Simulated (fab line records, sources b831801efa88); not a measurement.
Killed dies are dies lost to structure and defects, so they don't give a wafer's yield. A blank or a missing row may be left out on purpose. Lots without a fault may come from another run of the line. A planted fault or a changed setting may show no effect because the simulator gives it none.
A struck lot beside a sound one | flow sky130 | 43 steps out of a route of 708
Sound: wafers L676.1, L676.3, L676.6. Struck: wafers L692.3, L692.4, L692.5. The cause comes at the end.
At each step with rows: each side's tool, then ch and its chambers, then its first start. Under that, the readings that differ: sound wafers | struck wafers | difference of the means | sigmas: that difference in standard deviations of wafers without a fault.
alike: readings whose means differ by less than 2 such deviations, and words and numbers that are the same on both sides. not compared: withheld readings, readings that some wafer has no value for, bounds like >300 that may hide the same value, and numbers for which the record gives no deviation and whose values overlap.
The two part at a step that has a row with sigmas, a row that says differs or no value, or rows on one side only. Numbers that don't overlap but have no deviation are shown without sigmas and don't part them. A reading that every wafer of one side lacks parts them only if that side has two wafers or more.

SKY_POLY_GATE_CD_MEAS_22:
  sound on cd_sem-02, day 16 09:51; struck on cd_sem-01, day 22 10:22
  alike: cd_nm
then, 7 steps without rows for these wafers: SKY_LDD_N_DEHYDRATE_00 (time 60 s); SKY_LDD_N_HMDS_01 (prime time 60 s); SKY_LDD_N_COAT_02 (resist thk 300 nm); SKY_LDD_N_SOFTBAKE_03 (time 60 s); SKY_LDD_N_EXPOSE_04 (exposes mask NTM, target cd 840 nm); SKY_LDD_N_PEB_05; SKY_LDD_N_DEVELOP_06 (develop time 60 s).
SKY_LDD_N_OVL_MEAS_07:
  sound on overlay-02, day 17 15:26; struck on overlay-01, day 23 16:41
  alike: LDD_N_OVL
then, 3 steps without rows for these wafers: SKY_LDD_N_IMPLANT_08; SKY_LDD_N_IMPLANT_09; SKY_LDD_N_IMPLANT_10.
SKY_LDD_N_IMPLANT_11:
  sound on implanter-03 ch 0, day 17 15:55; struck on implanter-04 ch 0, day 23 18:21
then, 4 steps without rows for these wafers: SKY_LDD_N_IMPLANT_12; SKY_LDD_N_IMPLANT_13; SKY_LDD_N_IMPLANT_14; SKY_LDD_N_IMPLANT_15.
SKY_LDD_N_STRIP_16: strips in O2/N2.
  sound on plasma_asher-04 ch 0,1, day 17 16:40; struck on plasma_asher-02 ch 0,1, day 23 19:05
  alike: drypump_motor_current_A, oes_product_au, strip_time_to_endpoint_s
  not compared: rf_hours_counter_h
SKY_LDD_N_TW_MEAS_17:
  sound on film_metro-03, day 17 16:46; struck on film_metro-03, day 23 19:10
  reading  | sound          | struck         | difference | sigmas
  LDD_N_TW | 2553 2563 2552 | 2498 2506 2505 | -53        | -2
then, 7 steps without rows for these wafers: SKY_LDD_P_DEHYDRATE_00 (time 60 s); SKY_LDD_P_HMDS_01 (prime time 60 s); SKY_LDD_P_COAT_02 (resist thk 1140 nm); SKY_LDD_P_SOFTBAKE_03 (time 60 s); SKY_LDD_P_EXPOSE_04 (exposes mask PSDM, target cd 380 nm); SKY_LDD_P_PEB_05; SKY_LDD_P_DEVELOP_06 (develop time 60 s).
SKY_LDD_P_CD_MEAS_07: target cd 380 nm.
  sound on cd_sem-01, day 18 22:44; struck on cd_sem-01, day 25 00:59
  alike: cd_nm
SKY_LDD_P_OVL_MEAS_08:
  sound on overlay-02, day 18 22:51; struck on overlay-02, day 25 01:05
  alike: LDD_P_OVL
then, 1 step without rows for these wafers: SKY_LDD_P_IMPLANT_09.
SKY_LDD_P_STRIP_10: strips in O2/N2.
  sound on plasma_asher-01 ch 0, day 18 23:02; struck on plasma_asher-01 ch 0,1, day 25 01:17
  alike: drypump_motor_current_A, oes_product_au, strip_time_to_endpoint_s
  not compared: rf_hours_counter_h
SKY_LDD_P_TW_MEAS_11:
  sound on film_metro-02, day 18 23:08; struck on film_metro-04, day 25 01:23
  alike: LDD_P_TW
then, 7 steps without rows for these wafers: SKY_LDD_HVN_DEHYDRATE_00 (time 60 s); SKY_LDD_HVN_HMDS_01 (prime time 60 s); SKY_LDD_HVN_COAT_02 (resist thk 300 nm); SKY_LDD_HVN_SOFTBAKE_03 (time 60 s); SKY_LDD_HVN_EXPOSE_04 (exposes mask HVNTM, target cd 700 nm); SKY_LDD_HVN_PEB_05; SKY_LDD_HVN_DEVELOP_06 (develop time 60 s).
SKY_LDD_HVN_OVL_MEAS_07:
  sound on overlay-02, day 20 06:07; struck on overlay-02, day 26 07:34
  alike: LDD_HVN_OVL
then, 1 step without rows for these wafers: SKY_LDD_HVN_IMPLANT_08.
SKY_LDD_HVN_STRIP_09: strips in O2/N2.
  sound on plasma_asher-03 ch 1, day 20 06:18; struck on plasma_asher-03 ch 0,1, day 26 07:47
  alike: drypump_motor_current_A, oes_product_au, strip_time_to_endpoint_s
  not compared: rf_hours_counter_h
SKY_LDD_HVN_TW_MEAS_10:
  sound on film_metro-03, day 20 06:24; struck on film_metro-02, day 26 07:52
  alike: LDD_HVN_TW
-- the record jumps here: 24 days lie between the struck wafers' starts before and after (it left off in module LDD_HVN and takes up again in module PAD_OPEN, whose first step shown is number 708 of the route) --
SKY_PAD_OPEN_PROBE_99:
  sound on prober-02, day 45 20:11; struck on prober-01, day 49 22:11
  reading                                     | sound               | struck               | difference | sigmas
  model.etest.tip_n.rs_ohm_sq                 | 445.1 444.6 447.8   | 472.9 471 474.3      | +26.9      |
  model.etest.tip_n.rs_ohm_sq_range           | 13.69 10.28 18.07   | 35.58 34.43 39.62    | +22.53     |
  model.etest.tip_n.rs_ohm_sq_rim_less_centre | -4.917 -6.431 14.38 | -17.58 -14.07 -11.57 | -15.42     |
  model.etest.nfet_01v8.drive_ua_um_range     | 8.914 7.572 7.617   | 11.74 18.67 13.71    | +6.67      |
  alike: killed_at_M0_to_M3, killed_at_M4_up, killed_at_contacts, killed_at_front_end, killed_at_other, killed_dies, killed_on_rim, killed_open, killed_short

WHERE THEY PART
Only at SKY_LDD_N_TW_MEAS_17, within this record. Later steps at which nothing parts them and some readings are alike: SKY_LDD_P_CD_MEAS_07, SKY_LDD_P_OVL_MEAS_08, SKY_LDD_P_STRIP_10, SKY_LDD_P_TW_MEAS_11, SKY_LDD_HVN_OVL_MEAS_07, SKY_LDD_HVN_STRIP_09, SKY_LDD_HVN_TW_MEAS_10, SKY_PAD_OPEN_PROBE_99.

WHY: what the simulator had put in
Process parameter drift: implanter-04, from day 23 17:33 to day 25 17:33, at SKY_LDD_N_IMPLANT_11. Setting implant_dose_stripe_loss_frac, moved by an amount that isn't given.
